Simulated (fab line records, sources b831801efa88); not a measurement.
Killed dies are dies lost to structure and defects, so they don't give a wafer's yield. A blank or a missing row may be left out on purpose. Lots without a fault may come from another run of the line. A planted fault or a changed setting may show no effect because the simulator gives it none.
A struck lot beside a sound one | flow sky130 | 18 steps out of a route of 708
Sound: wafers L514.1, L514.2, L514.4. Struck: wafers L524.2, L524.4, L524.5. The cause comes at the end.
At each step with rows: each side's tool, then ch and its chambers, then its first start. Under that, the readings that differ: sound wafers | struck wafers | difference of the means | sigmas: that difference in standard deviations of wafers without a fault.
alike: readings whose means differ by less than 2 such deviations, and words and numbers that are the same on both sides. not compared: withheld readings, readings that some wafer has no value for, bounds like >300 that may hide the same value, and numbers for which the record gives no deviation and whose values overlap.
The two part at a step that has a row with sigmas, a row that says differs or no value, or rows on one side only. Numbers that don't overlap but have no deviation are shown without sigmas and don't part them. A reading that every wafer of one side lacks parts them only if that side has two wafers or more.

first, 1 step without rows for these wafers: SKY_VT_ADJUST_PCH_IMPLANT_08.
SKY_VT_ADJUST_PCH_STRIP_09: strips in O2/N2.
  sound on plasma_asher-02 ch 0,1, day 11 14:11; struck on plasma_asher-03 ch 0,1, day 15 01:53
  alike: drypump_motor_current_A, oes_product_au, strip_time_to_endpoint_s
  not compared: rf_hours_counter_h
SKY_VT_ADJUST_PCH_TW_MEAS_10:
  sound on film_metro-01, day 11 14:17; struck on film_metro-01, day 15 01:59
  alike: VT_ADJUST_PCH_TW
then, 7 steps without rows for these wafers: SKY_SONOS_TUNNEL_DEHYDRATE_00 (time 60 s); SKY_SONOS_TUNNEL_HMDS_01 (prime time 60 s); SKY_SONOS_TUNNEL_COAT_02 (resist thk 1140 nm); SKY_SONOS_TUNNEL_SOFTBAKE_03 (time 60 s); SKY_SONOS_TUNNEL_EXPOSE_04 (exposes mask TUNM, target cd 410 nm); SKY_SONOS_TUNNEL_PEB_05; SKY_SONOS_TUNNEL_DEVELOP_06 (develop time 57.23 s).
SKY_SONOS_TUNNEL_CD_MEAS_07: target cd 410 nm.
  sound on cd_sem-01, day 12 14:35; struck on cd_sem-02, day 16 05:13
  alike: cd_nm
SKY_SONOS_TUNNEL_OVL_MEAS_08:
  sound on overlay-02, day 12 14:43; struck on overlay-01, day 16 05:19
  alike: SONOS_TUNNEL_OVL
SKY_SONOS_TUNNEL_IMPLANT_09:
  sound on implanter-03 ch 0, day 12 14:44; struck on implanter-03 ch 0, day 16 05:22
then, 2 steps without rows for these wafers: SKY_SONOS_TUNNEL_WET_ETCH_10 (etches SiO2 in dHF, target depth 14 nm, time 280 s); SKY_SONOS_TUNNEL_STRIP_11 (strips in SPM, time 600 s).
SKY_SONOS_TUNNEL_TW_MEAS_12:
  sound on film_metro-03, day 12 15:10; struck on film_metro-04, day 16 05:47
  reading         | sound             | struck            | difference | sigmas
  SONOS_TUNNEL_TW | 194.3 194.4 194.4 | 188.3 188.6 188.9 | -5.8       | -4
then, 1 step without rows for these wafers: SKY_SONOS_TUNNEL_CLEAN_13 (cleans in dHF, time 20 s).
-- the record jumps here: 33 days lie between the struck wafers' starts before and after (it left off in module SONOS_TUNNEL and takes up again in module PAD_OPEN, whose first step shown is number 708 of the route) --
SKY_PAD_OPEN_PROBE_99:
  sound on prober-01, day 46 18:47; struck on prober-01, day 49 11:50
  reading                                     | sound                   | struck                | difference | sigmas
  model.etest.sonos_programmed.off_log10_a_um | -13.89 -13.97 -13.97    | -13.43 -13.8 -13.37   | +0.41      |
  model.etest.sonos_uncharged.vt_v (V)        | -0.4355 -0.4098 -0.4334 | -0.5017 -0.52 -0.5025 | -0.0818    |
  model.etest.sonos_baked.vt_v (V)            | 1.002 1.005 1.051       | 0.8295 0.8312 0.8518  | -0.1818    |
  alike: killed_at_M0_to_M3, killed_at_M4_up, killed_at_contacts, killed_at_front_end, killed_at_other, killed_dies, killed_open, killed_short
  not compared: model.etest.tip_sonos.rs_ohm_sq_range, model.etest.sonos_uncharged.r_on_ohm_um

WHERE THEY PART
Only at SKY_SONOS_TUNNEL_TW_MEAS_12, within this record. Later steps at which nothing parts them and some readings are alike: SKY_PAD_OPEN_PROBE_99.

WHY: what the simulator had put in
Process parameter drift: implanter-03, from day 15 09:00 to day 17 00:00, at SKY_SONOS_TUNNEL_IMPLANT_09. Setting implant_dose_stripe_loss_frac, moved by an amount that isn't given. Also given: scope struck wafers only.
